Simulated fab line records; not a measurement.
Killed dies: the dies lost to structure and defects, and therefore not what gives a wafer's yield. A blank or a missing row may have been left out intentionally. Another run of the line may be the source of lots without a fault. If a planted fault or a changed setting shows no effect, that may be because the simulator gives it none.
8D (eight disciplines) problem report, filled in by code    flow sky130    the parts of the form that need people (team, actions taken, sign-off) are left out

1. WHAT IS WRONG
NWELL_TW at SKY_NWELL_TW_MEAS_15 reads a mean of 30 on 3 wafers of 1 lot; wafers without a fault read 1823 with a standard deviation of 18. That is -99 or more standard deviations from the usual mean.
First observed at day 6 13:40: wafer L432.1, on film_metro-02. At this step, 39 wafers from 13 lots have a number in the record. Rule for "out" (also "out of limits"): further than 4 standard deviations from the usual mean. All remaining wafers that have a number are taken as sound.

2. WHAT THIS IS AND IS NOT
question                     is                      is not
which readings at this step  NWELL_TW                -
which lots                   L432                    L426, L428, L429, L430, L440, L441, L442, L443, L444, L445, L446, L447
which wafers of those lots   all that have a number  -
read on which gauges         film_metro-02           film_metro-01, film_metro-04
when                         from day 6 13:40        up to then (12 sound wafers); but 24 sound wafers of L440, L441, L442, L443, L444, L445, L446, L447 came after

3. SUSPECTS, AND WHAT RULES EACH OUT
Counting: a tool stays on the suspect list if, at a process step up to the reading, it processed all lots that are out and no sound lot following the first of them.
- the gauge at SKY_NWELL_TW_MEAS_15 is ruled out. All the wafers that are out were read on film_metro-02, but those of them that SKY_PWDE_STRIP_09 has rows for are out there too, on other tools.
- plasma_asher-02 at SKY_FIELD_ISO_STRIP_16 (strips in O2/N2): ruled out as a lasting fault. Following L432 (day 4 02:25), the first lot on it that is out, the sound lots L445, L446 were run on it.
- rie_si-01 at SKY_FIELD_ISO_ETCH_17 (etches Si in HBr/Cl2/O2, target depth 342 nm, time 97.7 s): ruled out as a lasting fault. Following L432 (day 4 02:31), the first lot on it that is out, the sound lots L440, L442, L444, L446, L447 were run on it.
- plasma_asher-02 at SKY_PWDE_STRIP_09 (strips in O2/N2): ruled out as a lasting fault. Following L432 (day 5 18:16), the first lot on it that is out, the sound lots L442, L443, L444, L447 were run on it.
- plasma_asher-04 at SKY_NWELL_STRIP_14 (strips in O2/N2): ruled out as a lasting fault. Following L432 (day 6 13:34), the first lot on it that is out, the sound lots L440, L444, L446, L447 were run on it.
Left after counting: nothing in the record.

4. THE CAUSE (what the simulator had put in)
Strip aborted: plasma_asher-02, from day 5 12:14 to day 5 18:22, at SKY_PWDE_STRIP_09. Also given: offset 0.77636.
Counting ruled it out, wrongly: the rule takes a fault to strike every lot that its tool runs from its start on, and this one did not.

5. THE EFFECT CHAIN, in route order
One row per reading whose mean, taken over the struck wafers that have a number, lies over 3 standard deviations from the usual. Scope: only readings with a usual standard deviation given in the record; hours: median across lots of the time from each lot's start at the first step in this table that gives one to its start at this step; sigmas: change in usual standard deviations.
hours  step                  reading                   usual       on struck wafers  change  sigmas
0      SKY_PWDE_STRIP_09     oes_product_au            0.722 a.u.  0.930             +0.208  +46
19     SKY_NWELL_STRIP_14    strip_time_to_endpoint_s  36.90 s     61.13             +24.23  +99 or more
19     SKY_NWELL_TW_MEAS_15  NWELL_TW                  1823        30                -1793   -99 or more
Its process steps:
- SKY_PWDE_STRIP_09: strips in O2/N2.
- SKY_NWELL_STRIP_14: strips in O2/N2.
Readings that are blank on the struck wafers while sound wafers have them: strip_time_to_endpoint_s at SKY_PWDE_STRIP_09.
At these later measuring or inspecting steps, every struck wafer for which the step has a row has a number for every such reading, and none has moved that far: SKY_NWELL_OVL_MEAS_23.

6. HOW IT WOULD HAVE BEEN CAUGHT EARLIER
Counted from the fault's start at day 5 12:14, it took 25 hours until the first out-of-limits reading at a measuring or inspecting step in this record, taken at day 6 13:40.
The tool's own readings at SKY_PWDE_STRIP_09 were out on every struck wafer that the step has a row for (oes_product_au): an alarm limit on them would have fired on the first of those.
